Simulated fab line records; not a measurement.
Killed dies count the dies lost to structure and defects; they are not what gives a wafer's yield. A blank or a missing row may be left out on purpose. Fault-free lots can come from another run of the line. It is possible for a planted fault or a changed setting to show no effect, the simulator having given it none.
Lot-split experiment || flow sfq_line || 21 wafers read across 5 lots, on a route 325 steps long

ABOUT THE SPLIT
At SFQ_TRILAYER_L0_LITHO_COAT_005 (resist thk 600 nm), the setting resist_thk_nm was moved away from the recipe's 600 nm on 10 of the 21 wafers read, by -1.9% to +3.9%. All remaining wafers had this setting at the recipe value.

FROM THE SPLIT TO THE READING: what the file shows between them, 5 steps
- SFQ_TRILAYER_L0_LITHO_SOFTBAKE_009
- SFQ_TRILAYER_L0_LITHO_EXPOSE_006: exposes mask L0, target cd 2000 nm
- SFQ_TRILAYER_L0_LITHO_PEB_008: peb time 60 s
- SFQ_TRILAYER_L0_LITHO_DEVELOP_007: time 60 s
- SFQ_TRILAYER_L0_BARC_OPEN_METAL_ETCH_010: etches BARC in O2, target depth 125 nm, time 41.7 s

THE READING
KrF_of_TRILAYER_L0_LITHO_COAT_005.thk_nm (the simulator's own value, which no gauge read), in nm, at SFQ_TRILAYER_L0_ETCH_METAL_ETCH_008 (etches MoNx KI in SF6/O2, stops on SiO2, target depth 50 nm, time 25 s). No usual value for it is given in the file. Across the 11 wafers here that went through the recipe, the average is 482.1 nm and the standard deviation 1.5 nm.

{"wafer": "L074.1", "tool, chamber at the split": "litho_track-03, 0", "resist_thk_nm as run, nm": 600, "against the recipe": "recipe", "KrF_of_TRILAYER_L0_LITHO_COAT_005.thk_nm, nm": 482.5, "against lot-mates on the recipe": "-"}
{"wafer": "L074.2", "tool, chamber at the split": "litho_track-03, 0", "resist_thk_nm as run, nm": 600, "against the recipe": "recipe", "KrF_of_TRILAYER_L0_LITHO_COAT_005.thk_nm, nm": 482.1, "against lot-mates on the recipe": "-"}
{"wafer": "L074.6", "tool, chamber at the split": "litho_track-03, 0", "resist_thk_nm as run, nm": 600, "against the recipe": "recipe", "KrF_of_TRILAYER_L0_LITHO_COAT_005.thk_nm, nm": 482, "against lot-mates on the recipe": "-"}
{"wafer": "L075.1", "tool, chamber at the split": "litho_track-01, 0", "resist_thk_nm as run, nm": 600, "against the recipe": "recipe", "KrF_of_TRILAYER_L0_LITHO_COAT_005.thk_nm, nm": 480.9, "against lot-mates on the recipe": "-"}
{"wafer": "L075.2", "tool, chamber at the split": "litho_track-01, 0", "resist_thk_nm as run, nm": 600, "against the recipe": "recipe", "KrF_of_TRILAYER_L0_LITHO_COAT_005.thk_nm, nm": 480.9, "against lot-mates on the recipe": "-"}
{"wafer": "L075.3", "tool, chamber at the split": "litho_track-01, 0", "resist_thk_nm as run, nm": 623.2, "against the recipe": "+3.9%", "KrF_of_TRILAYER_L0_LITHO_COAT_005.thk_nm, nm": 502.8, "against lot-mates on the recipe": "+21.9"}
{"wafer": "L075.5", "tool, chamber at the split": "litho_track-01, 0", "resist_thk_nm as run, nm": 623.2, "against the recipe": "+3.9%", "KrF_of_TRILAYER_L0_LITHO_COAT_005.thk_nm, nm": 506.5, "against lot-mates on the recipe": "+25.6"}
{"wafer": "L075.6", "tool, chamber at the split": "litho_track-01, 0", "resist_thk_nm as run, nm": 623.2, "against the recipe": "+3.9%", "KrF_of_TRILAYER_L0_LITHO_COAT_005.thk_nm, nm": 505.1, "against lot-mates on the recipe": "+24.2"}
{"wafer": "L077.2", "tool, chamber at the split": "litho_track-03, 0", "resist_thk_nm as run, nm": 611.5, "against the recipe": "+1.9%", "KrF_of_TRILAYER_L0_LITHO_COAT_005.thk_nm, nm": 493.1, "against lot-mates on the recipe": "+12.7"}
{"wafer": "L077.4", "tool, chamber at the split": "litho_track-03, 0", "resist_thk_nm as run, nm": 611.5, "against the recipe": "+1.9%", "KrF_of_TRILAYER_L0_LITHO_COAT_005.thk_nm, nm": 494.3, "against lot-mates on the recipe": "+13.9"}
{"wafer": "L077.6", "tool, chamber at the split": "litho_track-03, 0", "resist_thk_nm as run, nm": 600, "against the recipe": "recipe", "KrF_of_TRILAYER_L0_LITHO_COAT_005.thk_nm, nm": 480.4, "against lot-mates on the recipe": "-"}
{"wafer": "L078.1", "tool, chamber at the split": "litho_track-01, 0", "resist_thk_nm as run, nm": 600, "against the recipe": "recipe", "KrF_of_TRILAYER_L0_LITHO_COAT_005.thk_nm, nm": 479.9, "against lot-mates on the recipe": "-"}
{"wafer": "L078.2", "tool, chamber at the split": "litho_track-01, 0", "resist_thk_nm as run, nm": 600, "against the recipe": "recipe", "KrF_of_TRILAYER_L0_LITHO_COAT_005.thk_nm, nm": 482.6, "against lot-mates on the recipe": "-"}
{"wafer": "L078.3", "tool, chamber at the split": "litho_track-01, 0", "resist_thk_nm as run, nm": 600, "against the recipe": "recipe", "KrF_of_TRILAYER_L0_LITHO_COAT_005.thk_nm, nm": 484.4, "against lot-mates on the recipe": "-"}
{"wafer": "L078.4", "tool, chamber at the split": "litho_track-01, 0", "resist_thk_nm as run, nm": 588.7, "against the recipe": "-1.9%", "KrF_of_TRILAYER_L0_LITHO_COAT_005.thk_nm, nm": 470.1, "against lot-mates on the recipe": -12.2}
{"wafer": "L078.5", "tool, chamber at the split": "litho_track-01, 0", "resist_thk_nm as run, nm": 588.7, "against the recipe": "-1.9%", "KrF_of_TRILAYER_L0_LITHO_COAT_005.thk_nm, nm": 468, "against lot-mates on the recipe": -14.3}
{"wafer": "L080.1", "tool, chamber at the split": "litho_track-03, 0", "resist_thk_nm as run, nm": 589.5, "against the recipe": "-1.7%", "KrF_of_TRILAYER_L0_LITHO_COAT_005.thk_nm, nm": 471.3, "against lot-mates on the recipe": -12.3}
{"wafer": "L080.2", "tool, chamber at the split": "litho_track-03, 0", "resist_thk_nm as run, nm": 589.5, "against the recipe": "-1.7%", "KrF_of_TRILAYER_L0_LITHO_COAT_005.thk_nm, nm": 472.7, "against lot-mates on the recipe": -10.9}
{"wafer": "L080.4", "tool, chamber at the split": "litho_track-03, 0", "resist_thk_nm as run, nm": 600, "against the recipe": "recipe", "KrF_of_TRILAYER_L0_LITHO_COAT_005.thk_nm, nm": 482.1, "against lot-mates on the recipe": "-"}
{"wafer": "L080.5", "tool, chamber at the split": "litho_track-03, 0", "resist_thk_nm as run, nm": 600, "against the recipe": "recipe", "KrF_of_TRILAYER_L0_LITHO_COAT_005.thk_nm, nm": 485.2, "against lot-mates on the recipe": "-"}
{"wafer": "L080.6", "tool, chamber at the split": "litho_track-03, 0", "resist_thk_nm as run, nm": 589.5, "against the recipe": "-1.7%", "KrF_of_TRILAYER_L0_LITHO_COAT_005.thk_nm, nm": 470.5, "against lot-mates on the recipe": -13.1}

THE FIT
A straight line over all 21 wafers: KrF_of_TRILAYER_L0_LITHO_COAT_005.thk_nm changes by +6.05 nm for each +1% of resist_thk_nm; r = +0.99; the points scatter about the line by 1.5 nm.
The same after taking each lot's own level away (the mean of its wafers on the recipe; 21 wafers): +6.48 nm for each +1%; r = +0.99; scatter 1.4 nm.
On that fit, the largest move of resist_thk_nm shifts the reading by 25 nm.
The lots' own levels span 480.40 to 483.65 nm, that is 2.1 times the standard deviation above.
Hence the lot-to-lot level has little effect on the slope; both slopes agree.
Check: +25.7 nm against its lot-mates is what the line predicts for one of the wafers moved furthest among these (+3.9%) when that wafer is left out of the fit. It came out at +21.9 nm against them.

OTHER SPLITS ON THESE WAFERS
These wafers also went through other splits before the reading. Each is held against what the fit with the lots' levels taken away leaves over:
{"other split on the same wafers": "SFQ_TRILAYER_L0_DEP_SPUTTER_003 power_w", "wafers away from the commonest value": 2, "r with KrF_of_TRILAYER_L0_LITHO_COAT_005.thk_nm (lot level and that fit taken away)": "+0.04"}

THE WHOLE CHAIN: every reading that the file lists as answering this split, in the file's order
{"step": "SFQ_TRILAYER_L0_LITHO_COAT_005", "what it does": "resist thk 600 nm", "reading": "KrF_of_TRILAYER_L0_LITHO_COAT_005.thk_nm (the simulator's own value, which no gauge read)", "change (the file's fit)": "+6.25 nm for each +1% of the setting", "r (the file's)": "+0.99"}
{"step": "SFQ_TRILAYER_L0_BARC_OPEN_METAL_ETCH_010", "what it does": "etches BARC in O2, target depth 125 nm, time 41.7 s", "reading": "KrF_of_TRILAYER_L0_LITHO_COAT_005.thk_nm (the simulator's own value, which no gauge read)", "change (the file's fit)": "+6.39 nm for each +1% of the setting", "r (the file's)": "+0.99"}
{"step": "SFQ_TRILAYER_L0_ETCH_METAL_ETCH_008", "what it does": "etches MoNx KI in SF6/O2, stops on SiO2, target depth 50 nm, time 25 s", "reading": "KrF_of_TRILAYER_L0_LITHO_COAT_005.thk_nm (the simulator's own value, which no gauge read)", "change (the file's fit)": "+6.47 nm for each +1% of the setting", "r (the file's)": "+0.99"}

FILE'S OWN FIT
KrF_of_TRILAYER_L0_LITHO_COAT_005.thk_nm changes by +6.47 nm for each +1% of resist_thk_nm, r = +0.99.
